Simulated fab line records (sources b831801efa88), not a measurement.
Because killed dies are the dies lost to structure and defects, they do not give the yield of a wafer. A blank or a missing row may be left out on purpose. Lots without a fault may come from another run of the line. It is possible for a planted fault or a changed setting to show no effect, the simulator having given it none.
A struck lot beside a sound one -- flow sky130 -- 15 steps out of a route of 708
Sound: the wafers L908.2, L908.4, L908.6. Struck: wafer L913.5. (L913.1, L913.2 of the same lot were not struck and are left out.) The cause comes at the end.
For every step that has rows: the tool of each side, followed by ch and its chambers, followed by its first start. Under that, the readings that differ: sound wafers -- struck wafers -- difference of the means -- sigmas: that difference in standard deviations of wafers without a fault.
alike: words and numbers the same on both sides, and readings whose means are apart by under 2 such deviations; not compared: readings that were withheld, readings missing a value for some wafer, numbers with overlapping values and no deviation given by the record, and bounds like >300 which may hide the same value.
A row with sigmas, a row that says differs or no value, or rows on one side alone: a step with any of these is where the two part. Numbers that have no deviation but don't overlap get no sigmas and don't part them. Lack of a reading on every wafer of one side parts them only where that side has two or more wafers.

first, 1 step without rows for these wafers: SKY_VIA2_ETCH_14 (etches BARC in N2/H2, stops on SiO2, time 45.9 s, target depth 60 nm).
SKY_VIA2_ETCH_15: etches SiO2 in C4F8/O2/Ar, stops on TiN, target depth 546 nm, time 84 s.
  sound on rie diel-01 ch 1,2, day 37 07:28; struck on rie diel-01 ch 0, day 39 01:58
  alike: oes product au
  not compared: rf hours counter h
SKY_VIA2_STRIP_16: strips in O2/N2.
  sound on plasma asher-02 ch 0,1, day 37 07:32; struck on plasma asher-03 ch 0, day 39 02:02
reading,sound,struck,difference,sigmas
drypump motor current A (A),5.4 5.4 5.6,6.7,+1.2,+3
strip time to endpoint s (s),4.081 4.071 4.118,4.040,-0.050,-2
  alike: o2 flow sccm, oes product au
  not compared: rf hours counter h
then, 5 steps without rows for these wafers: SKY_VIA2_STRIP_17 (strips in post etch residue remover, time 1200 s); SKY_VIA2_CLEAN_18 (cleans in IPA, time 180 s); SKY_VIA2_CLEAN_19 (cleans in O3/DIW); SKY_VIA2_SPUTTER_20 (material TiN, target thk 20 nm, time 80 s); SKY_VIA2_CVD_21 (deposits W, target thk 420 nm, time 126.4 s).
SKY_VIA2_RS_MEAS_22: uses a four-point probe to measure.
  sound on film metro-01 at day 37 08:21; struck on film metro-02 at day 39 02:49
  alike: VIA2_W_RS
SKY_VIA2_THK_MEAS_23: measures by xrf.
  sound on film metro-01 at day 37 08:28; struck on film metro-02 at day 39 02:56
  alike: VIA2_W_THK
SKY_VIA2_CMP_24: polishes, stops on SiO2, t overpolish 20 s, target thk 0 nm.
  sound on cmp-02 ch 0,1,2, day 37 08:31; struck on cmp-01 ch 0, day 39 03:00
reading,sound,struck,difference,sigmas
time to endpoint s (s),103 104 106,94,-10,-3
  alike: edge zone pressure frac, motor current A, overpolish run s
SKY_METAL3_SPUTTER_00: material Ti, target thk 15 nm, time 10 s.
  sound on pvd sputter-02 at day 37 08:49; struck on pvd sputter-02 at day 39 03:18
  alike: cathode dc power W, throttle valve pct
SKY_METAL3_SPUTTER_01: material TiN, target thk 20 nm, time 16.7 s.
  sound on pvd sputter-02 at day 37 08:50; struck on pvd sputter-02 at day 39 03:20
reading,sound,struck,difference,sigmas
cathode dc power W (W),6502.6 6499.3 6498.0,6975.0,+475.0,+99 or more
model.TiN_of_METAL3_SPUTTER_01.thk nm (nm),19.75 19.85 19.64,21.22,+1.47,
  alike: throttle valve pct
SKY_METAL3_SPUTTER_02: material AlCu, target thk 735 nm, time 39.1 s.
  sound on pvd sputter-02 at day 37 08:52; struck on pvd sputter-02 at day 39 03:22
reading,sound,struck,difference,sigmas
cathode dc power W (W),10602 10599 10603,10595,-6,-4
  alike: throttle valve pct
-- the record jumps here: 9 days lie between the struck wafers' starts before and after (it left off in module METAL3 and takes up again in module PAD_OPEN, whose first step shown is number 708 of the route) --
SKY_PAD_OPEN_PROBE_99:
  only the struck wafers here have rows in the record (prober-02, day 48 01:17); the sound ones have none

## WHERE THEY PART
At SKY_VIA2_STRIP_16 first; at SKY_PAD_OPEN_PROBE_99 last (within this record only).

WHY: the cause the simulator had injected
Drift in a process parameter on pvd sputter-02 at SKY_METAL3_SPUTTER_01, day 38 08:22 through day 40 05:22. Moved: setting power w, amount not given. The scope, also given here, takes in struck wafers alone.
